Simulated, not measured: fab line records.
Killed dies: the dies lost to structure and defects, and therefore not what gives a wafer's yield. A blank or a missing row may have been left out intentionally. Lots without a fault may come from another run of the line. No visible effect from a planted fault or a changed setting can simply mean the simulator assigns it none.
Matching of chambers | flow gf180mcu | hdpcvd-01 running GF_V3_CVD_00: 3 sister chambers
The step deposits SiO2, target thk 600 nm, time 100 s. 6 wafers are shown with their chamber, then 8 later ones without.

== WAFERS, EACH WITH ITS CHAMBER ==
wafer  | chamber | sih4-flow-sccm (sccm)
L418.5 | 0       | 59.75
L418.6 | 1       | 59.74
L419.1 | 1       | 59.97
L419.2 | 0       | 59.74
L419.6 | 2       | 59.87
L420.3 | 2       | 60.06

== WAFERS WHOSE CHAMBER IS MISSING ==
wafer  | sih4-flow-sccm (sccm)
L420.4 | 60.05
L420.6 | 60.28
L422.1 | 59.83
L422.2 | 59.79
L422.4 | 59.45
L425.3 | 60.04
L425.4 | 60.05
L425.6 | 59.97

== CHAMBER TAKEN BY EACH ==
wafer  | from the rows above          | in truth
L420.4 | can't be placed: 2 or 1 or 0 | 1
L420.6 | can't be placed: 2 or 1 or 0 | 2
L422.1 | can't be placed: 1 or 0 or 2 | 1
L422.2 | can't be placed: 0 or 1 or 2 | 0
L422.4 | can't be placed: 0 or 1 or 2 | 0
L425.3 | can't be placed: 2 or 1 or 0 | 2
L425.4 | can't be placed: 2 or 1 or 0 | 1
L425.6 | can't be placed: 2 or 1 or 0 | 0
0 of 8 placed correctly. Can't be placed from these rows: 8 (the true chamber is among the candidates in 8). Placed wrongly: 0.
How it was worked out, from the rows above alone: a wafer's distance from a chamber is the root of the sum, over the readings, of the square of ((its reading less the chamber's mean) divided by the reading's scatter). The wafer belongs to the nearest chamber; if the next one is less than 2 further off, it can't be placed. For every chamber, the mean is computed from those of its wafers that are shown. The scatter is the square root of a quotient: the sum, over the shown wafers, of each reading's squared deviation from its chamber's mean, divided by wafers minus chambers.
